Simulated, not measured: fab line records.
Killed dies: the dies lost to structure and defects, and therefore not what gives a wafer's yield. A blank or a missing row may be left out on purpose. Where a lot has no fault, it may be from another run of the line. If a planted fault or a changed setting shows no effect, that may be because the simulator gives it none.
fab line records	flow sky130
record: lots: 5	wafers: 15	lastDay: 50
route steps=708 shown METAL1@448 VIA1@458 METAL2@483 PAD_OPEN@708
lots with no fault: from the same line, run without faults
startH: hours from the record's first day to the start of the lot's first wafer shown	waitH: hours from the lot's prior step to this one	" repeats the value in the row above	L1.1+2: several wafers, shown together as one row	- no value, or no start given	* or withheld: withheld	< > ~ a bound
route shown NAME@n: names a module that has steps shown in the file, with the first one's number in the route	usual: the fault-free wafers' mean and standard deviation	same: alike in all rows	chamber/n: place in a boat	sites: per-site readings	_std_site: how widely they spread, as a standard deviation	_edge_site: mean of outer sites minus mean of inner sites	radiusMm: for every site, how far away it sits from the centre of the wafer	mask NAME#n: copy n	behind: the last tool/chamber to shape the wafer	hold: cause of the lot's hold/its duration in hours/its outcome	device: whichever transistor did not switch (one of n, p or np)	end of line: at the end of the route, the tests of the same wafers	a step without rows: its recipe alone	killed: at the first sort, the dies lost to defects and structure; wafer yield is something else	map: per-die view of a wafer (x killed, . not killed, _ where there is no die)
set.NAME: the run value of the setting; set.NAME@STEP: its run value at that earlier step	model.NAME: the simulator's own value behind a step, which no gauge read
lots at selected steps of the route; one table per step, one row per wafer
services: from which hour (startH, from the record's first day; less than 0 if before it) a tool's chamber was out of use, for how many hours, and why
== steps ==
step: SKY_METAL1_DEVELOP_14
recipe: developTimeS: 60	resist: KrF-thick	devTempC: 21
step: SKY_METAL1_CD_MEAS_15
recipe: targetCdNm: 140
usual: cdNm: 139.5/1.7
lot.wafer	tool	chamber	startH	waitH	cdNm
L166.1	cdSem-02	-	842.49	-	139.6
L166.3	"	-	"	"	138.6
L166.4	"	-	"	"	139.0
L167.3	cdSem-01	-	845.77	-	139.9
L167.4	"	-	"	"	139.2
L167.6	"	-	"	"	137.3
L168.2	cdSem-01	-	846.91	-	143.8
L168.5	"	-	"	"	142.3
L168.6	"	-	"	"	142.9
L180.1	cdSem-01	-	928.13	-	139.8
L180.3	"	-	"	"	140.1
L180.6	"	-	"	"	140.3
L179.1	cdSem-01	-	932.33	-	140.7
L179.2	"	-	"	"	140.4
L179.6	"	-	"	"	140.4
step: SKY_METAL1_OVL_MEAS_16
usual: METAL1_OVL: -6/4.5
lot.wafer	tool	chamber	startH	waitH	METAL1_OVL[nm]
L166.1	overlay-01	-	842.61	0.1	-10
L166.3	"	-	"	"	-7
L166.4	"	-	"	"	-7
L167.3	overlay-02	-	845.87	0.1	-6
L167.4	"	-	"	"	-9
L167.6	"	-	"	"	-9
L168.2	overlay-02	-	847.02	0.1	-5
L168.5	"	-	"	"	1
L168.6	"	-	"	"	-8
L180.1	overlay-01	-	928.25	0.1	0
L180.3	"	-	"	"	0
L180.6	"	-	"	"	1
L179.1	overlay-01	-	932.45	0.1	1
L179.2	"	-	"	"	-8
L179.6	"	-	"	"	-7
step: SKY_METAL1_DESCUM_17
recipe: chemistry: O2	sourcePowerW: 150	biasPowerW: 0	pressureMtorr: 10	tempC: 40	timeS: 8
usual: drypumpMotorCurrentA: 5.9/0.48	heBacksideLeakSccm: 3.3/0.35	oesProductAu: 1.007/0.012
lot.wafer	tool	chamber	startH	waitH	drypumpMotorCurrentA	heBacksideLeakSccm	oesProductAu	rfHoursCounterH
L166.1	rieMetal-02	0	842.65	0.0	5.5	3.5	1.003	7
L166.3	"	1	"	"	6.2	3.1	1.021	-
L166.4	"	0	"	"	5.5	3.7	1.010	-
L167.3	rieMetal-04	0	845.90	0.0	5.1	3.1	1.013	-
L167.4	"	1	"	"	6.2	3.1	1.040	-
L167.6	"	1	"	"	6.2	3.0	1.023	-
L168.2	rieMetal-02	1	847.05	0.0	6.2	3.2	0.998	15
L168.5	"	1	"	"	6.2	3.3	1.005	-
L168.6	"	0	"	"	5.5	3.3	1.005	-
L180.1	rieMetal-02	0	928.29	0.0	5.5	3.4	1.006	11
L180.3	"	1	"	"	6.2	3.1	1.011	-
L180.6	"	0	"	"	5.5	3.4	1.007	-
L179.1	rieMetal-03	0	932.49	0.0	6.5	3.2	0.999	7
L179.2	"	1	"	"	6.0	3.4	0.988	2
L179.6	"	0	"	"	6.5	2.9	1.013	-
step: SKY_METAL1_ETCH_18
recipe: chemistry: N2/H2	target: BARC	ionEnergyEv: 200	biasW: 100	pressureMtorr: 30	n2FlowSccm: 100	h2FlowSccm: 200	icpW: 500	stopOn: SiO2	timeS: 45.9	targetDepthA: 600
step: SKY_METAL1_METAL_ETCH_19
recipe: targetDepthA: 3600	stopOn: SiO2	overEtchFrac: 0.3	timeS: 78	chemistry: Cl2/BCl3	resistSidewallDeg: 88	pressureMtorr: 10	icpW: 900	biasW: 48.5	Cl2_flow_sccm: 60	bcl3FlowSccm: 30
usual: biasW: 48.50/0.14	drypumpMotorCurrentA: 5.9/0.48	heBacksideLeakSccm: 3.30/0.27	oesProductAu: 0.854/0.0063	throttleValvePct: 22.265/0.0089
lot.wafer	tool	chamber	startH	waitH	biasW	drypumpMotorCurrentA	heBacksideLeakSccm	oesProductAu	rfHoursCounterH	throttleValvePct
L166.1	rieMetal-02	0	842.75	0.0	48.56	5.6	3.41	0.855	7	22.270
L166.3	"	1	"	"	48.35	6.2	3.20	0.846	-	22.275
L166.4	"	0	"	"	48.80	5.5	3.37	0.857	-	22.260
L167.3	rieMetal-04	0	846.01	0.1	48.35	5.0	3.42	0.853	-	22.269
L167.4	"	1	"	"	48.73	6.2	3.14	0.854	-	22.265
L167.6	"	1	"	"	48.64	6.2	3.04	0.853	-	22.260
L168.2	rieMetal-02	1	847.15	0.0	48.40	6.2	3.25	0.856	15	22.256
L168.5	"	1	"	"	48.38	6.2	3.27	0.853	-	22.278
L168.6	"	0	"	"	48.61	5.5	3.23	0.863	-	22.267
L180.1	rieMetal-02	0	928.38	0.0	48.25	5.5	3.36	0.855	11	22.262
L180.3	"	1	"	"	48.37	6.2	3.34	0.857	-	22.263
L180.6	"	0	"	"	48.33	5.5	3.59	0.856	-	22.268
L179.1	rieMetal-03	0	932.58	0.0	48.57	6.5	3.40	0.857	7	22.268
L179.2	"	1	"	"	48.76	6.0	3.20	0.849	3	22.282
L179.6	"	0	"	"	48.38	6.5	3.17	0.855	-	22.259
step: SKY_METAL1_STRIP_20
recipe: chemistry: O2/N2	powerW: 1400	pressureMtorr: 1500	platenTempC: withheld	o2FlowSccm: 3000	n2FlowSccm: 300	overashFraction: 0.5
step: SKY_METAL1_STRIP_21
recipe: chemistry: postEtchResidueRemover	timeS: 1200	tempC: 72.5
step: SKY_METAL1_CLEAN_22
recipe: chemistry: IPA	timeS: 180	tempC: 25
step: SKY_METAL1_CLEAN_23
recipe: chemistry: O3/DIW	dry: n2Spin
step: SKY_VIA1_HDPCVD_00
recipe: material: SiO2	targetThkNm: 1030	sigmaOpenFrac: 0.3	timeS: 171.7	tempC: 400	sih4FlowSccm: 60	pressureMtorr: 6
step: SKY_VIA1_THK_MEAS_01
recipe: reads: SiO2_of_VIA1_HDPCVD_00
usual: VIA1_HDPCVD_THK: 1028/8.2
lot.wafer	tool	chamber	startH	waitH	VIA1_HDPCVD_THK[nm]
L166.1	filmMetro-03	-	843.58	0.1	1035
L166.3	"	-	"	"	1022
L166.4	"	-	"	"	1023
L167.3	filmMetro-03	-	846.80	0.1	1031
L167.4	"	-	"	"	1021
L167.6	"	-	"	"	1038
L168.2	filmMetro-02	-	847.99	0.1	1036
L168.5	"	-	"	"	1049
L168.6	"	-	"	"	1048
L180.1	filmMetro-03	-	929.34	0.1	1028
L180.3	"	-	"	"	1021
L180.6	"	-	"	"	1008
L179.1	filmMetro-02	-	933.51	0.1	1020
L179.2	"	-	"	"	1024
L179.6	"	-	"	"	1033
step: SKY_VIA1_CMP_02
recipe: material: SiO2	downForcePsi: 4	platenRpm: 60	padVelocityMS: 0.94248
usual: edgeZonePressureFrac: 1.000/0.005	motorCurrentA: 12.1/1.6
lot.wafer	tool	chamber	startH	waitH	edgeZonePressureFrac	motorCurrentA	model.SiO2_of_VIA1_HDPCVD_00.thkNm
L166.4	cmp-01	1	843.64	0.0	1.003	10.7	345
L166.1	"	3	"	"	0.987	13.8	345.4
L166.3	"	0	"	"	0.993	10.3	343.1
L167.3	cmp-01	3	846.84	0.0	0.998	14.3	346.4
L167.4	"	1	"	"	0.997	10.3	342.9
L167.6	"	0	"	"	1.002	11.0	344.4
L168.2	cmp-01	2	848.19	0.2	1.000	14.9	379.3
L168.5	"	3	"	"	1.000	13.1	379.9
L168.6	"	0	"	"	0.999	10.2	378.7
L180.1	cmp-01	0	929.45	0.1	1.006	11.0	343.3
L180.3	"	2	"	"	0.995	14.7	343.3
L180.6	"	3	"	"	1.005	14.0	345.3
L179.1	cmp-02	0	933.62	0.1	0.998	11.4	342.4
L179.2	"	2	"	"	0.999	11.7	345.1
L179.6	"	0	"	"	1.001	11.4	342.5
step: SKY_VIA1_BOW_MEAS_03
recipe: mode: bow
usual: VIA1_BOW: 80/7.3
lot.wafer	tool	chamber	startH	waitH	VIA1_BOW[um]
L166.1	filmMetro-02	-	843.94	0.1	81
L166.3	"	-	"	"	71
L166.4	"	-	"	"	83
L167.3	filmMetro-01	-	847.18	0.3	80
L167.4	"	-	"	"	75
L167.6	"	-	"	"	84
L168.2	filmMetro-02	-	848.36	0.1	91
L168.5	"	-	"	"	78
L168.6	"	-	"	"	81
L180.1	filmMetro-02	-	929.70	0.2	73
L180.3	"	-	"	"	70
L180.6	"	-	"	"	80
L179.1	filmMetro-01	-	933.87	0.2	77
L179.2	"	-	"	"	77
L179.6	"	-	"	"	75
step: SKY_VIA1_DEHYDRATE_04
recipe: tempC: 200	timeS: 60
step: SKY_VIA1_HMDS_05
recipe: primeTimeS: 60	primeTempC: 119
step: SKY_VIA1_COAT_06
recipe: resist: BARC	tempC: withheld	timeS: withheld	spinRpm: 3000	resistThkNm: 60
step: SKY_VIA1_COAT_07
recipe: resist: KrF-thick	spinRpm: 3000	resistThkNm: 450
step: SKY_VIA1_SOFTBAKE_08
recipe: tempC: 100	timeS: 90	resist: KrF-thick
step: SKY_VIA1_EXPOSE_09
recipe: maskId: VIM	na: 0.8	sourceShape: annular	sigmaInner: 0.55	sigmaOuter: 0.85	targetCdNm: 150	doseMj: 38
step: SKY_VIA1_PEB_10
recipe: pebTempC: withheld	pebTimeS: withheld	resist: KrF-thick
step: SKY_VIA1_DEVELOP_11
recipe: developTimeS: 60	resist: KrF-thick	devTempC: 21
step: SKY_VIA1_CD_MEAS_12
recipe: targetCdNm: 150
usual: cdNm: 150.1/2
lot.wafer	tool	chamber	startH	waitH	cdNm
L166.1	cdSem-01	-	870.99	-	154.7
L166.3	"	-	"	"	155.1
L166.4	"	-	"	"	152.6
L167.3	cdSem-02	-	872.88	-	150.1
L167.4	"	-	"	"	149.9
L167.6	"	-	"	"	149.4
L168.2	cdSem-02	-	874.36	-	148.7
L168.5	"	-	"	"	150.1
L168.6	"	-	"	"	148.5
L180.1	cdSem-02	-	953.29	-	150.4
L180.3	"	-	"	"	149.5
L180.6	"	-	"	"	150.5
L179.1	cdSem-02	-	958.54	-	148.4
L179.2	"	-	"	"	146.9
L179.6	"	-	"	"	147.4
step: SKY_VIA1_OVL_MEAS_13
usual: VIA1_OVL: -4/5.4
lot.wafer	tool	chamber	startH	waitH	VIA1_OVL[nm]
L166.1	overlay-01	-	871.11	0.1	-6
L166.3	"	-	"	"	-2
L166.4	"	-	"	"	-3
L167.3	overlay-01	-	872.98	0.1	5
L167.4	"	-	"	"	-1
L167.6	"	-	"	"	5
L168.2	overlay-01	-	874.47	0.1	-7
L168.5	"	-	"	"	-7
L168.6	"	-	"	"	-2
L180.1	overlay-01	-	953.41	0.1	5
L180.3	"	-	"	"	-5
L180.6	"	-	"	"	2
L179.1	overlay-01	-	958.66	0.1	-2
L179.2	"	-	"	"	-6
L179.6	"	-	"	"	-4
step: SKY_VIA1_ETCH_14
recipe: chemistry: N2/H2	target: BARC	ionEnergyEv: 200	sourceW: 500	biasW: 100	pressureMtorr: 30	n2FlowSccm: 100	h2FlowSccm: 200	stopOn: SiO2	timeS: 45.9	targetDepthA: 600
step: SKY_VIA1_ETCH_15
recipe: target: SiO2	chemistry: C4F8/O2/Ar	targetDepthNm: 351	stopOn: TiN	maskMaterial: KrF-thick	sourceW: 1500	biasW: 1200	pressureMtorr: 40	c4f8FlowSccm: withheld	O2_flow_sccm: 6	Ar_flow_sccm: 300	timeS: 54
usual: biasW: 1201/3.9	oesProductAu: 0.981/0.0064
lot.wafer	tool	chamber	startH	waitH	biasW	oesProductAu	rfHoursCounterH	model.etch.depthNm	model.VIA1.featureDepthNm
L166.1	rieDiel-01	1	871.19	0.0	1196	0.978	4	345.4	345.4
L166.3	"	2	"	"	1198	0.977	26	343.1	343.1
L166.4	"	3	"	"	1202	0.978	17	341.4	341.4
L167.3	rieDiel-01	1	873.04	0.0	1198	0.986	4	346.4	346.4
L167.4	"	1	"	"	1204	0.983	-	342.9	342.9
L167.6	"	3	"	"	1205	0.977	-	344.4	344.4
L168.2	rieDiel-02	0	874.54	0.0	1201	1.003	10	353.9	353.9
L168.5	"	1	"	"	1197	0.987	-	345	345
L168.6	"	0	"	"	1202	1.017	-	357	357
L180.1	rieDiel-02	3	953.49	0.0	1198	0.980	6	343.3	343.3
L180.3	"	0	"	"	1193	0.988	12	343.3	343.3
L180.6	"	3	"	"	1203	0.979	-	345.2	345.2
L179.1	rieDiel-03	1	958.74	0.0	1202	0.976	21	342.4	342.4
L179.2	"	0	"	"	1205	0.986	15	345.1	345.1
L179.6	"	0	"	"	1201	0.979	-	342.5	342.5
step: SKY_VIA1_STRIP_16
recipe: chemistry: O2/N2	powerW: 1400	pressureMtorr: 1500	platenTempC: withheld	o2FlowSccm: 3000	n2FlowSccm: 300	overashFraction: 0.5
step: SKY_VIA1_STRIP_17
recipe: chemistry: postEtchResidueRemover	timeS: 1200	tempC: 72.5
step: SKY_VIA1_CLEAN_18
recipe: chemistry: IPA	timeS: 180	tempC: 25
step: SKY_VIA1_CLEAN_19
recipe: chemistry: O3/DIW	dry: n2Spin
step: SKY_VIA1_SPUTTER_20
recipe: material: TiN	targetThkNm: 20	chamberPressurePa: 5	powerW: 4144	timeS: 80
usual: throttleValvePct: 30.1/0.72
lot.wafer	tool	chamber	startH	waitH	throttleValvePct
L166.1	pvdSputter-02	-	871.86	0.0	29.8
L166.3	"	-	"	"	28.9
L166.4	"	-	"	"	31.0
L167.3	pvdSputter-03	-	873.69	0.0	29.9
L167.4	"	-	"	"	29.5
L167.6	"	-	"	"	30.0
L168.2	pvdSputter-04	-	875.19	0.0	30.0
L168.5	"	-	"	"	30.1
L168.6	"	-	"	"	31.3
L180.1	pvdSputter-04	-	954.13	0.0	29.8
L180.3	"	-	"	"	29.8
L180.6	"	-	"	"	29.8
L179.1	pvdSputter-03	-	959.38	0.0	30.4
L179.2	"	-	"	"	29.5
L179.6	"	-	"	"	29.5
step: SKY_VIA1_CVD_21
recipe: material: W	targetThkNm: 270	timeS: 80.902	tempC: 400	pressureTorr: 40
usual: chamberPressureTorr: 39.99/0.083	heaterPowerW: 874/48
lot.wafer	tool	chamber	startH	waitH	chamberPressureTorr	heaterPowerW
L166.1	cvdW-02	1	871.92	0.0	40.08	910
L166.3	"	1	"	"	40.05	921
L166.4	"	0	"	"	40.02	884
L167.3	cvdW-01	0	873.79	0.1	40.01	766
L167.4	"	1	"	"	39.86	931
L167.6	"	1	"	"	40.07	910
L168.2	cvdW-02	0	875.25	0.0	39.97	867
L168.5	"	0	"	"	39.97	893
L168.6	"	1	"	"	39.87	909
L180.1	cvdW-02	1	954.19	0.0	40.03	845
L180.3	"	0	"	"	40.18	882
L180.6	"	0	"	"	40.03	880
L179.1	cvdW-01	0	959.45	0.0	39.89	783
L179.2	"	1	"	"	39.96	912
L179.6	"	0	"	"	39.99	801
step: SKY_VIA1_CMP_24
recipe: stopOn: SiO2	tOverpolishS: 15	downForcePsi: 3.5	platenRpm: 60	targetThkNm: 0	padVelocityMS: 0.94248
usual: edgeZonePressureFrac: 1.000/0.006	motorCurrentA: 11.0/1.4
lot.wafer	tool	chamber	startH	waitH	edgeZonePressureFrac	motorCurrentA	model.SiO2_of_VIA1_HDPCVD_00.thkNm
L166.4	cmp-01	2	872.19	0.0	0.996	13.4	341.9
L166.3	"	0	"	"	0.994	10.1	340
L166.1	"	1	"	"	1.006	10.1	342.2
L167.3	cmp-02	1	874.03	0.0	1.007	9.7	343.2
L167.4	"	0	"	"	0.994	10.5	339.8
L167.6	"	2	"	"	1.000	10.1	341.2
L168.2	cmp-01	2	875.52	0.0	0.999	14.0	376.1
L168.6	"	2	"	"	1.002	13.7	375.5
L168.5	"	3	"	"	0.995	11.9	376.7
L180.1	cmp-02	2	954.46	0.1	0.987	10.4	340.1
L180.3	"	3	"	"	1.006	12.1	340.2
L180.6	"	2	"	"	0.986	10.1	342.1
L179.1	cmp-01	3	959.82	0.1	0.999	12.3	339.2
L179.2	"	0	"	"	1.002	9.9	342
L179.6	"	1	"	"	1.013	10.2	339.3
step: SKY_METAL2_SPUTTER_00
recipe: material: Ti	targetThkNm: 15	powerW: 3000	timeS: 10	chamberPressurePa: 0.4
usual: throttleValvePct: 29.8/0.82
lot.wafer	tool	chamber	startH	waitH	throttleValvePct
L166.1	pvdSputter-03	-	872.49	0.1	30.1
L166.3	"	-	"	"	30.5
L166.4	"	-	"	"	29.4
L167.3	pvdSputter-01	-	874.33	0.2	30.3
L167.4	"	-	"	"	30.2
L167.6	"	-	"	"	29.3
L168.2	pvdSputter-03	-	875.82	0.2	29.5
L168.6	"	-	"	"	29.4
L180.1	pvdSputter-03	-	954.76	0.2	29.3
L180.3	"	-	"	"	30.0
L180.6	"	-	"	"	29.6
L179.1	pvdSputter-02	-	960.02	0.1	29.6
L179.2	"	-	"	"	31.1
L179.6	"	-	"	"	31.0
step: SKY_PAD_OPEN_PROBE_99
usual: defectLimitedYield: 82.5/1.9	killed_at_M0_to_M3: 42/6.4	killed_at_M4_up: 2.9/1.7	killedAtContacts: 25/5.2	killedAtFrontEnd: 16/4.4	killedAtOther: 0.4/0.65	killedDies: 86/9.2	killedOnRim: 17/3.9	killedOpen: 47/6.6	killedShort: 39/5.8
same: grossDies: 492	killedAtBackSide: 0
lot.wafer	tool	chamber	startH	waitH	defectLimitedYield[%]	killed_at_M0_to_M3	killed_at_M4_up	killedAtContacts	killedAtFrontEnd	killedAtOther	killedDies	killedOnRim	killedOpen	killedShort
L166.1	prober-02	-	1136.96	0.1	81.5	35	4	31	21	0	91	13	58	32
L166.3	prober-02	-	1137.06	0.2	80.5	41	4	29	22	0	96	20	49	46
L166.4	prober-02	-	1137.11	0.2	84.6	31	1	25	18	1	76	11	36	38
L167.3	prober-02	-	1141.14	0.2	83.7	43	1	22	14	0	80	15	43	37
L167.4	prober-02	-	1141.19	0.2	86.4	34	6	19	8	0	67	14	33	34
L167.6	prober-02	-	1141.29	0.2	83.9	38	3	20	17	1	79	17	40	38
L168.2	prober-01	-	1142.49	0.1	67.3	111	2	26	22	0	161	31	49	44
L168.5	prober-01	-	1142.64	0.2	12.8	389	1	30	9	0	429	91	52	42
L168.6	prober-01	-	1142.69	0.2	79.9	53	2	30	13	1	99	25	53	38
L180.1	prober-01	-	1195.86	0.1	84.6	43	2	20	11	0	76	16	43	32
L180.3	prober-01	-	1195.96	0.2	82.7	39	3	27	16	0	85	21	50	33
L180.6	prober-01	-	1196.11	0.2	80.7	42	4	29	19	1	95	19	54	40
L179.1	prober-02	-	1198.12	0.1	81.1	46	4	24	19	0	93	17	50	42
L179.2	prober-02	-	1198.17	0.1	79.1	46	2	27	27	1	103	22	48	51
L179.6	prober-02	-	1198.37	0.2	82.1	39	6	18	25	0	88	14	55	33
killed by level:class
L166.1 CONTACT:geometricParticle:open=15 VIA1:geometricParticle:open=9 VIA3:geometricParticle:open=8 CONTACT:geometricParticle:short=7 POLY_GATE:geometricParticle:open=5 LI_CONTACT:geometricParticle:open=5 VIA2:geometricParticle:open=5 POLY_CUT:geometricParticle:short=4
L166.3 CONTACT:geometricParticle:open=13 VIA3:geometricParticle:open=8 LI_CONTACT:geometricParticle:open=6 LOCAL_INTERCONNECT:geometricParticle:short=6 METAL2:geometricParticle:short=6 FIELD_ISO:geometricParticle:open=5 POLY_GATE:geometricParticle:short=5 VIA1:geometricParticle:open=5
L166.4 VIA1:geometricParticle:open=8 VIA2:geometricParticle:open=7 CONTACT:geometricParticle:open=7 CONTACT:geometricParticle:short=6 FIELD_ISO:geometricParticle:short=5 LI_CONTACT:geometricParticle:short=5 LOCAL_INTERCONNECT:geometricParticle:short=5 FIELD_ISO:geometricParticle:open=4
L167.3 VIA2:geometricParticle:open=8 VIA3:geometricParticle:open=7 VIA1:geometricParticle:open=7 CONTACT:geometricParticle:open=6 FIELD_ISO:geometricParticle:open=5 LI_CONTACT:geometricParticle:open=5 CONTACT:geometricParticle:short=5 METAL1:geometricParticle:short=5
L167.4 CONTACT:geometricParticle:open=6 METAL3:geometricParticle:short=6 VIA1:geometricParticle:open=5 LI_CONTACT:geometricParticle:open=4 VIA3:geometricParticle:open=4 POLY_GATE:geometricParticle:short=3 LI_CONTACT:geometricParticle:short=3 CONTACT:geometricParticle:short=3
L167.6 VIA3:geometricParticle:open=9 CONTACT:geometricParticle:open=8 METAL1:geometricParticle:short=6 POLY_GATE:geometricParticle:open=5 FIELD_ISO:geometricParticle:short=4 VIA1:geometricParticle:open=4 CONTACT:geometricParticle:short=4 METAL2:geometricParticle:short=4
L168.2 VIA1:areaEtch=68 LI_CONTACT:geometricParticle:open=10 VIA1:geometricParticle:open=8 POLY_GATE:geometricParticle:open=6 CONTACT:geometricParticle:open=6 VIA3:geometricParticle:short=6 VIA3:geometricParticle:open=6 FIELD_ISO:geometricParticle:short=5
L168.5 VIA1:areaEtch=335 CONTACT:geometricParticle:open=11 CONTACT:geometricParticle:short=11 VIA1:geometricParticle:open=11 METAL1:geometricParticle:short=10 VIA2:geometricParticle:open=8 LI_CONTACT:geometricParticle:open=7 VIA1:geometricParticle:short=6
L168.6 VIA1:geometricParticle:open=13 VIA2:geometricParticle:open=10 CONTACT:geometricParticle:open=9 LI_CONTACT:geometricParticle:open=8 VIA1:areaEtch=8 METAL1:geometricParticle:short=6 POLY_GATE:geometricParticle:open=4 LI_CONTACT:geometricParticle:short=4
L180.1 VIA2:geometricParticle:open=9 CONTACT:geometricParticle:open=8 VIA3:geometricParticle:open=7 VIA1:geometricParticle:open=7 VIA2:geometricParticle:short=6 LI_CONTACT:geometricParticle:open=4 VIA1:geometricParticle:short=4 METAL3:geometricParticle:short=4
L180.3 CONTACT:geometricParticle:open=10 VIA1:geometricParticle:open=8 VIA2:geometricParticle:open=7 LI_CONTACT:geometricParticle:open=6 METAL1:geometricParticle:short=5 FIELD_ISO:geometricParticle:short=4 POLY_CUT:geometricParticle:open=4 LOCAL_INTERCONNECT:geometricParticle:open=4
L180.6 LI_CONTACT:geometricParticle:open=10 CONTACT:geometricParticle:open=8 VIA1:geometricParticle:open=7 VIA2:geometricParticle:open=7 METAL2:geometricParticle:short=6 VIA3:geometricParticle:open=5 FIELD_ISO:geometricParticle:short=4 POLY_CUT:geometricParticle:short=4
L179.1 VIA1:geometricParticle:open=15 FIELD_ISO:geometricParticle:short=8 LI_CONTACT:geometricParticle:open=8 CONTACT:geometricParticle:open=7 CONTACT:geometricParticle:short=6 VIA3:geometricParticle:open=6 FIELD_ISO:geometricParticle:open=4 METAL1:geometricParticle:short=4
L179.2 VIA1:geometricParticle:open=11 METAL1:geometricParticle:short=9 CONTACT:geometricParticle:open=8 LI_CONTACT:geometricParticle:open=6 CONTACT:geometricParticle:short=6 VIA3:geometricParticle:open=6 FIELD_ISO:geometricParticle:short=5 POLY_GATE:geometricParticle:short=5
L179.6 CONTACT:geometricParticle:open=9 VIA1:geometricParticle:open=9 FIELD_ISO:geometricParticle:open=7 POLY_GATE:geometricParticle:open=7 VIA3:geometricParticle:open=6 FIELD_ISO:geometricParticle:short=5 LI_CONTACT:geometricParticle:open=4 METAL1:geometricParticle:short=4
map L168.5 (x killed, . not)
__________xxxxxxxxxx_________
________xxxxxxxxx.xxxx_______
______xxxxxxxx.xxx.xxxxx_____
_____xxxxx.xxxxxxxxx.x.xx____
____xxxxxxxxxxxxxxxxxxxx.x___
___xxxxxx.xxxxxxxx.xxxx.xxx__
__xxxxxxxxxxxxxx.xxxxx.x.xxx_
_xxxxxxxxxxxxxxx..xxxxxxxx.xx
_xxxxxxxxxx.xxxxxx.x.xxxxxxxx
_xxxxxxxxxxxxxx...x.xxxxx.xx.
_xxxxxxxxxxxxx.xxx...x.x.xxxx
_xxxxxxxxxxxxxxxxxxxxx.xxx.x.
_xxxxxxxxxxxxx..xxxxxxxx...xx
_xxxxxxxxxxxxxxxxx.xxxx.xx.xx
_xxxxxx.xxxxxx.x.xxx.x.xxxxxx
__xxxxxxxxxxxxxx..x....x.xxx_
___xxxxxxxxxxxxxxx.x.xx.xxx__
____xxxxxxxxxxxxxxxxxxxxxx___
_____xxxxxx.xxxxxx..xxx.x____
______xxxxxxxx.xxxxxxx.x_____
________xxxxxxxxxxxxxx_______
__________xxxxxxxxxx_________
map L180.6 (x killed, . not)
__________........x._________
________...x.......x.._______
______x......x.........._____
_____...xx...xxx.x.x.x...____
____........x....x......x.___
___x....x..................__
__x..xx..........x.x.......x_
_..x....x.........x.x.x...x..
_.........x....x.....xx.x..xx
_...x.....xx.......x....x...x
_x.x..xxx.x..x..x............
_x..x....x..x........x.......
_xx........x.....x..x..x.x...
_.............x..........xx..
_.....x.....xx...............
__.x....x....x.....x.......x_
___...x....x...x.x.x.x.....__
____x.........x.x...x.xx.x___
_____.........x.xx....x..____
______........x........._____
________..x..........x_______
__________..x......._________
== services ==
tool	chamber	startH	hours	kind
rieDiel-01	2	821.71	4.1	repair
cvdW-01	-	825.90	0.3	repair
cvdW-02	-	833.26	0.9	repair
pvdSputter-04	-	836.24	1.1	repair
pvdSputter-04	-	836.92	3.8	repair
cmp-02	-	841.17	0.8	repair
rieDiel-02	0	841.31	7.5	repair
rieDiel-03	3	842.44	16.7	repair
cmp-01	-	844.89	1.4	repair
rieDiel-01	1	851.81	9.4	repair
rieMetal-03	-	862.05	0.9	repair
rieDiel-03	-	866.49	10.2	repair
rieMetal-03	-	869.71	2.8	pm
rieDiel-02	0	875.42	13.0	repair
rieDiel-03	2	875.81	4.5	repair
cmp-01	-	877.56	12.4	pm
pvdSputter-04	-	888.54	1.1	repair
cmp-01	-	891.24	0.6	repair
rieMetal-03	-	893.56	0.4	repair
cvdW-02	1	894.91	11.2	repair
cvdW-02	-	904.00	14.0	pm
cmp-02	-	912.47	4.0	pm
cmp-02	-	926.17	1.0	repair
pvdSputter-03	-	943.85	3.7	repair
== key ==
firstSign: step: SKY_VIA1_ETCH_15	reading: oesProductAu	direction: up	sigmas: 3.4	usual: 0.981	struck: 1.002	wafersMoved: 2
effect: step: SKY_PAD_OPEN_PROBE_99	reading: killed_at_M0_to_M3	direction: up	sigmas: 22	usual: 42	struck: 184	wafersMoved: 2
modelEffect: step: SKY_VIA1_CMP_02	value: SiO2_of_VIA1_HDPCVD_00.thkNm	without: 344.8	struck: 379.3
modelEffect: step: SKY_VIA1_ETCH_15	value: etch.depthNm	without: 344.7	struck: 351.9
modelEffect: step: SKY_VIA1_CMP_24	value: SiO2_of_VIA1_HDPCVD_00.thkNm	without: 341.6	struck: 376.1
moreKillsBornAt: SKY_VIA1_ETCH_15@rieDiel-02: 411
metAt SKY_VIA1_CMP_02
struckWafers L168.2,L168.5,L168.6
laterRowsLeftOut L168.5
onsetBetween 846.84 848.19
fault: kind: processParameterDrift	tool: cmp-01	chamber: -	onsetH: 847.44	steps: SKY_VIA1_CMP_02	channel: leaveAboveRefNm	offset: 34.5	shape: step	endH: 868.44	actsIn: theseRecipesOnly	stated: 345
laterRowsLeftOut: the simulator's readings of these wafers behind a module that went badly wrong aren't trusted and aren't shown, but for the sort
